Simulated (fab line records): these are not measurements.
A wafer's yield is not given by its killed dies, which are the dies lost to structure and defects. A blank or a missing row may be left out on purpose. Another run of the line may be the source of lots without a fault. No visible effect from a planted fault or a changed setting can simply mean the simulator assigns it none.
The tool behind it: which one? -- flow sky130 -- 13 lots, 39 wafers sampled, at 4 steps of a route of 708

== WHAT THE GAUGES SHOWED, per wafer ==
SKY_FIELD_ISO_THK_MEAS_23.
lot,measured,on,FIELD_ISO_OXIDATION_01_THK (nm)
L934,day 2 12:19,film-metro-01,9.99 10.16 10.02
L936,day 2 22:09,film-metro-04,10.00 10.16 10.19
L938,day 3 10:12,film-metro-03,10.09 10.21 10.14
L940,day 3 19:20,film-metro-04,10.14 10.24 10.02
L942,day 4 05:16,film-metro-03,9.93 9.86 9.76
L943,day 4 12:25,film-metro-04,10.35 10.12 10.19
L944,day 4 15:31,film-metro-04,10.04 10.03 10.05
L945,day 4 22:13,film-metro-01,10.09 10.08 10.08
L946,day 5 02:06,film-metro-03,10.40 10.41 10.34
L951,day 6 07:26,film-metro-01,10.28 10.24 10.33
L954,day 6 22:49,film-metro-03,10.24 10.15 10.12
L955,day 7 01:12,film-metro-01,10.29 10.24 10.15
L956,day 7 09:01,film-metro-04,10.21 10.29 10.22

SKY_VT_ADJUST_NCORE_TW_MEAS_11.
lot,measured,on,VT_ADJUST_NCORE_TW
L934,day 8 22:14,film-metro-03,219.4 218.5 217.7
L936,day 9 08:38,film-metro-04,219.5 219.5 219.6
L938,day 10 00:49,film-metro-04,222.0 222.1 221.9
L940,day 10 13:01,film-metro-01,222.9 222.1 220.9
L942,day 11 04:53,film-metro-03,218.1 219.1 218.7
L943,day 11 12:59,film-metro-04,220.6 222.1 222.0
L944,day 11 18:22,film-metro-01,222.2 221.7 222.1
L945,day 12 03:41,film-metro-03,219.0 219.6 218.3
L946,day 12 09:07,film-metro-04,270.8 271.1 270.7 272.3 270.6 270.3
L951,day 14 05:12,film-metro-04,270.7 270.2 271.6 269.9 269.7 269.4
L954,day 14 23:52,film-metro-04,269.7 270.0 271.1 268.6 269.4 270.2
L955,day 15 01:45,film-metro-04,219.4 221.0 220.5
L956,day 15 09:43,film-metro-01,220.4 221.3 221.9

SKY_CONTACT_OVL_MEAS_15.
lot,measured,on,CONTACT_OVL (nm)
L934,day 31 20:31,overlay-02,0 -4 -3
L936,day 32 20:35,overlay-01,0 3 -2
L938,day 33 05:59,overlay-01,1 9 5
L940,day 33 22:06,overlay-01,4 10 3
L942,day 34 12:42,overlay-01,6 10 11
L943,day 35 10:10,overlay-02,11 8 11
L944,day 35 10:32,overlay-01,1 1 7
L945,day 35 18:28,overlay-01,6 10 5
L946,day 35 21:28,overlay-01,4 7 7
L951,day 38 02:48,overlay-02,10 3 -1
L954,day 38 12:42,overlay-02,2 5 7
L955,day 38 14:13,overlay-02,0 -5 -3
L956,day 38 23:46,overlay-02,11 12 13

== WHICH TOOL RAN EACH LOT (tool, then ch and the chambers of the sampled wafers, then the start) ==
lot,SKY_VT_ADJUST_NCORE_IMPLANT_09
L934,"implanter-04 ch 0, day 8 21:59"
L936,"implanter-04 ch 0, day 9 08:23"
L938,"implanter-02 ch 0, day 10 00:34"
L940,"implanter-02 ch 0, day 10 12:46"
L942,"implanter-02 ch 0, day 11 04:39"
L943,"implanter-04 ch 0, day 11 12:45"
L944,"implanter-02 ch 0, day 11 18:08"
L945,"implanter-02 ch 0, day 12 03:26"
L946,"implanter-04 ch 0, day 12 08:28"
L951,"implanter-03 ch 0, day 14 04:39"
L954,"implanter-04 ch 0, day 14 23:19"
L955,"implanter-03 ch 0, day 15 01:31"
L956,"implanter-03 ch 0, day 15 09:28"
- SKY_VT_ADJUST_NCORE_IMPLANT_09

== WHAT THE TOOLS THEMSELVES READ (means of the sampled wafers that have a number; where no wafer has one, the mark that the record gives instead) ==
SKY_VT_ADJUST_NCORE_IMPLANT_09.
lot,tool,beam-on-s (s)
L934,implanter-04,9.89
L936,implanter-04,10.15
L938,implanter-02,10.07
L940,implanter-02,10.01
L942,implanter-02,9.97
L943,implanter-04,10.10
L944,implanter-02,9.97
L945,implanter-02,9.94
L946,implanter-04,9.95
L951,implanter-03,10.04
L954,implanter-04,10.02
L955,implanter-03,9.64
L956,implanter-03,10.01

== THE ANSWER, worked out from the rows above alone ==
Rule: the lots themselves supply what counts as usual. The widest of any qualifying gaps counts: lots, ordered by their means at a reading, are off when they make up no more than a third of the lots, leave a main group of 4 or more, and stand apart from it by 3 or more times the standard deviation of that group's means. The tables above print the reading to a certain number of digits; a main group whose means all agree to those digits is not used. Also off: a lot with no number at a reading for which 4 or more lots have one. The other lots that the step has rows for count as sound. After the gauges, taken in route order, come the tools' own readings; for these a lot's mean is taken, as printed above. At the first step where some lot is off, the reading lying furthest off is the one used; lots without a number count as furthest.
Off: at SKY_VT_ADJUST_NCORE_TW_MEAS_11 (VT_ADJUST_NCORE_TW), L946, L951, L954. Mean 220.5 and standard deviation 1.4 in the main group.
A tool fits if, at a process step before that reading, it ran every lot that is off, and no sound lot after the first of them. Those tools and the gauges at SKY_VT_ADJUST_NCORE_TW_MEAS_11 are tried in the same way. Of those tried, none fits.

== WHAT THE SIMULATOR PUT IN ==
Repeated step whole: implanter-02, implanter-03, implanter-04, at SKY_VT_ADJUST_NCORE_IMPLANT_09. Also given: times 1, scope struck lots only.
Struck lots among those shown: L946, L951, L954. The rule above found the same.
